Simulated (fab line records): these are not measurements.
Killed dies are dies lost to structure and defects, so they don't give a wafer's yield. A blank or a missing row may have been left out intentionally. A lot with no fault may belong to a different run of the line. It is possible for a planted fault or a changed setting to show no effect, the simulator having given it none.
fab line records | flow sky130
record lots=6 | wafers=18 | last-day=49
route steps=708 shown RES_XHIGH@360 SALICIDE@361 LI_CONTACT@362
lots that met no fault: taken from a fault-free run of the same line
start-h: start of the lot's first displayed wafer, in hours after the record's first day | wait-h: how many hours have passed since the lot's step before this one | " unchanged from the row above | L1.1+2: one row covering several wafers at once | - either no value or no given start | * or withheld: withheld | < > ~ a bound
route shown NAME@n: NAME is a module with steps in the file, n the number in the route of the first one | usual: the fault-free wafers' mean and standard deviation | same: alike in all rows | chamber/n: place in a boat | sites: readings site by site | _std_site: the values' standard deviation | _edge_site: mean of outer sites minus mean of inner sites | radius-mm: for every site, how far away it sits from the centre of the wafer | mask NAME#n: copy n | behind: the most recent tool/chamber to have shaped the wafer | hold: cause of the lot's hold/its duration in hours/its outcome | device: names the non-switching transistor (n, p or np) | end of line: the tests these same wafers got at the end of their route | a step with no rows: only its recipe | killed: dies lost to structure and defects at the first sort, not the wafer's yield | map: a wafer's dies, x killed, . not, _ none there
set.NAME: the setting the step ran with; set.NAME@STEP: the setting that earlier step ran with | model.NAME: the simulator's own value behind a step, which no gauge read
certain route steps with their lots: each step a table, each wafer a row
services: a tool's chamber out of use, with start hour (start-h, from the record's first day; less than 0 if before it), hours out, and reason
## steps
# step SKY_SD_N_RS_MEAS_18
# recipe thk-meas-gauge=four-point-probe
# usual RES_XHIGH_RS=333.0/1.2
lot.wafer | tool          | chamber | start-h | wait-h | RES_XHIGH_RS[ohm/sq]
L110.1    | film-metro-01 | -       | 674.40  | 0.1    | 332.8
L110.5    | "             | -       | "       | "      | 333.1
L110.6    | "             | -       | "       | "      | 333.7
L114.3    | film-metro-01 | -       | 705.88  | 0.1    | 331.8
L114.4    | "             | -       | "       | "      | 331.3
L114.6    | "             | -       | "       | "      | 331.8
L115.2    | film-metro-04 | -       | 712.41  | 0.1    | 335.4
L115.3    | "             | -       | "       | "      | 334.8
L115.4    | "             | -       | "       | "      | 335.6
L122.1    | film-metro-02 | -       | 779.60  | 0.1    | 332.5
L122.5    | "             | -       | "       | "      | 332.6
L122.6    | "             | -       | "       | "      | 331.7
L123.2    | film-metro-01 | -       | 782.11  | 0.1    | 332.5
L123.3    | "             | -       | "       | "      | 331.3
L123.5    | "             | -       | "       | "      | 333.2
L126.1    | film-metro-01 | -       | 802.65  | 0.1    | 331.1
L126.2    | "             | -       | "       | "      | 332.7
L126.5    | "             | -       | "       | "      | 331.5
# step SKY_SALICIDE_CLEAN_00
# recipe chemistry=HF-last | time-s=30 | dilution=100:1 | dry=ipa-marangoni
# step SKY_LI_CONTACT_HDPCVD_00
# recipe material=PSG | target-thk-nm=930 | sigma-open-frac=0.3 | time-s=155 | temp-c=600 | sih4-flow-sccm=60 | pressure-mtorr=6
# step SKY_LI_CONTACT_THK_MEAS_01
# recipe reads=PSG_of_LI_CONTACT_HDPCVD_00
# usual LI_CONTACT_HDPCVD_THK=935/9.7
lot.wafer | tool          | chamber | start-h | wait-h | LI_CONTACT_HDPCVD_THK[nm]
L110.1    | film-metro-04 | -       | 674.64  | 0.1    | 942
L110.5    | "             | -       | "       | "      | 946
L110.6    | "             | -       | "       | "      | 937
L114.3    | film-metro-02 | -       | 706.10  | 0.1    | 944
L114.4    | "             | -       | "       | "      | 942
L114.6    | "             | -       | "       | "      | 932
L115.2    | film-metro-01 | -       | 712.64  | 0.1    | 922
L115.3    | "             | -       | "       | "      | 926
L115.4    | "             | -       | "       | "      | 928
L122.1    | film-metro-01 | -       | 779.84  | 0.1    | 925
L122.5    | "             | -       | "       | "      | 933
L122.6    | "             | -       | "       | "      | 929
L123.2    | film-metro-04 | -       | 782.34  | 0.1    | 950
L123.3    | "             | -       | "       | "      | 951
L123.5    | "             | -       | "       | "      | 942
L126.1    | film-metro-04 | -       | 802.89  | 0.1    | 933
L126.2    | "             | -       | "       | "      | 936
L126.5    | "             | -       | "       | "      | 936
# step SKY_LI_CONTACT_CMP_02
# recipe material=PSG | down-force-psi=4 | platen-rpm=60 | pad-velocity-m-s=0.94248
# usual motor-current-A=13.6/1.1 | slurry-filter-dp-kPa=13.50/0.13 | time-to-endpoint-s=34.2/2.3
lot.wafer | tool   | chamber | start-h | wait-h | motor-current-A | slurry-filter-dp-kPa | time-to-endpoint-s
L110.1    | cmp-01 | 0       | 674.70  | 0.1    | 12.3            | 13.58                | 34.8
L110.5    | "      | 0       | "       | "      | 12.1            | 13.52                | 37.8
L110.6    | "      | 1       | "       | "      | 13.2            | 13.55                | 35.5
L114.4    | cmp-02 | 1       | 706.14  | 0.0    | 14.0            | 13.38                | 36.9
L114.3    | "      | 3       | "       | "      | 14.0            | 13.71                | 38.5
L114.6    | "      | 1       | "       | "      | 14.0            | 13.63                | 33.5
L115.4    | cmp-01 | 1       | 712.69  | 0.0    | 12.0            | 13.64                | 35.4
L115.2    | "      | 2       | "       | "      | 14.3            | 13.55                | 33.1
L115.3    | "      | 3       | "       | "      | 10.9            | 13.73                | 31.3
L122.1    | cmp-02 | 0       | 780.00  | 0.1    | 13.9            | 13.51                | 30.7
L122.5    | "      | 2       | "       | "      | 14.5            | 13.65                | 33.3
L122.6    | "      | 3       | "       | "      | 14.0            | 13.43                | 32.9
L123.2    | cmp-02 | 0       | 782.39  | 0.0    | 14.1            | 13.36                | 33.3
L123.3    | "      | 2       | "       | "      | 13.4            | 13.49                | 29.6
L123.5    | "      | 1       | "       | "      | 13.8            | 13.55                | 30.3
L126.1    | cmp-01 | 2       | 802.95  | 0.1    | 14.5            | 13.56                | 35.6
L126.2    | "      | 1       | "       | "      | 12.3            | 13.46                | 35.2
L126.5    | "      | 2       | "       | "      | 14.1            | 13.50                | 34.1
# step SKY_LI_CONTACT_BOW_MEAS_03
# recipe mode=bow
# usual LI_CONTACT_BOW=56/6.6
lot.wafer | tool          | chamber | start-h | wait-h | LI_CONTACT_BOW[um]
L110.1    | film-metro-01 | -       | 675.00  | 0.2    | 48
L110.5    | "             | -       | "       | "      | 63
L110.6    | "             | -       | "       | "      | 59
L114.3    | film-metro-02 | -       | 706.48  | 0.2    | 56
L114.4    | "             | -       | "       | "      | 67
L114.6    | "             | -       | "       | "      | 61
L115.2    | film-metro-02 | -       | 713.01  | 0.2    | 48
L115.3    | "             | -       | "       | "      | 58
L115.4    | "             | -       | "       | "      | 72
L122.1    | film-metro-04 | -       | 780.20  | 0.1    | 41
L122.5    | "             | -       | "       | "      | 39
L122.6    | "             | -       | "       | "      | 47
L123.2    | film-metro-01 | -       | 782.71  | 0.3    | 51
L123.3    | "             | -       | "       | "      | 55
L123.5    | "             | -       | "       | "      | 59
L126.1    | film-metro-02 | -       | 803.25  | 0.2    | 59
L126.2    | "             | -       | "       | "      | 53
L126.5    | "             | -       | "       | "      | 60
# step SKY_LI_CONTACT_DEHYDRATE_04
# recipe temp-c=200 | time-s=60
# step SKY_LI_CONTACT_HMDS_05
# recipe prime-time-s=60 | prime-temp-c=120
# step SKY_LI_CONTACT_COAT_06
# recipe resist=BARC | temp-c=withheld | time-s=withheld | spin-rpm=3000 | resist-thk-nm=60
# step SKY_LI_CONTACT_COAT_07
# recipe resist=KrF-thick | spin-rpm=3000 | resist-thk-nm=450
# step SKY_LI_CONTACT_SOFTBAKE_08
# recipe temp-c=100 | time-s=90 | resist=KrF-thick
# step SKY_LI_CONTACT_EXPOSE_09
# recipe mask-id=LICM1 | na=0.8 | source-shape=annular | sigma-inner=0.55 | sigma-outer=0.85 | target-cd-nm=170 | dose-mj=38
# step SKY_LI_CONTACT_PEB_10
# recipe peb-temp-c=withheld | peb-time-s=withheld | resist=KrF-thick
# usual chill-plate-temp-C=* | exhaust-pa=45.1/1
lot.wafer | tool           | chamber | start-h | wait-h | chill-plate-temp-C | exhaust-pa
L110.1    | litho-track-04 | 0       | 702     | -      | *                  | 46.2
L110.5    | "              | 0       | "       | "      | *                  | 46.4
L110.6    | "              | 0       | "       | "      | *                  | 44.8
L114.3    | litho-track-01 | -       | 733     | -      | -                  | -
L114.4    | "              | -       | "       | "      | -                  | -
L114.6    | "              | -       | "       | "      | -                  | -
L115.2    | litho-track-01 | -       | 739     | -      | -                  | -
L115.3    | "              | -       | "       | "      | -                  | -
L115.4    | "              | -       | "       | "      | -                  | -
L122.1    | litho-track-04 | 0       | 805     | -      | *                  | 46.4
L122.5    | "              | 0       | "       | "      | *                  | 45.7
L122.6    | "              | 0       | 806     | -      | *                  | 45.2
L123.2    | litho-track-04 | 0       | 808     | -      | *                  | 45.4
L123.3    | "              | 0       | 809     | -      | *                  | 43.7
L123.5    | "              | 0       | "       | "      | *                  | 44.5
L126.1    | litho-track-01 | 0       | 830     | -      | *                  | 45.1
L126.2    | "              | 0       | "       | "      | *                  | 44.4
L126.5    | "              | 0       | "       | "      | *                  | 45.0
# step SKY_LI_CONTACT_DEVELOP_11
# recipe develop-time-s=60 | resist=KrF-thick | dev-temp-c=21
## services
tool           | chamber | start-h | hours | kind
cmp-02         | -       | 660.34  | 4.9   | repair
litho-track-01 | -       | 733.09  | -     | consumable-replace:filter
cmp-02         | -       | 744.00  | 4.0   | pm
cmp-02         | -       | 748.00  | -     | consumable-replace:conditioner
cmp-02         | -       | 748.00  | -     | consumable-replace:pad
cmp-01         | -       | 772.80  | 0.2   | repair
cmp-02         | -       | 818.03  | 0.3   | repair
## key
first-sign step=SKY_LI_CONTACT_PEB_10 | reading=tool-record | direction=missing
effect none on later readings
met-at SKY_LI_CONTACT_PEB_10
struck-wafers L114.3,L114.4,L114.6,L115.2,L115.3,L115.4
later-rows-left-out L114.3,L114.4,L114.6,L115.2,L115.3,L115.4
sort-left-out L114.3,L114.4,L114.6,L115.2,L115.3,L115.4
tester-left-out L114,L115
fault kind=skipped-step-whole | tool=litho-track-01 | chamber=- | onset-h=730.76 | steps=SKY_LI_CONTACT_PEB_10 | scope=struck-lots-only
# tester-left-out: of these lots the tester's yield and bins aren't shown, on N5 and GAA mostly nor the transistor test; their killed dies are dies lost to structure and defects alone, not to doping, threshold or leakage, so they don't give the yield
# sort-left-out: the simulated sort isn't trusted on such a fault, so these wafers' sort isn't shown, and their yield isn't known
# later-rows-left-out: the simulator's readings of these wafers behind a module that went badly wrong aren't trusted and aren't shown, but for the sort
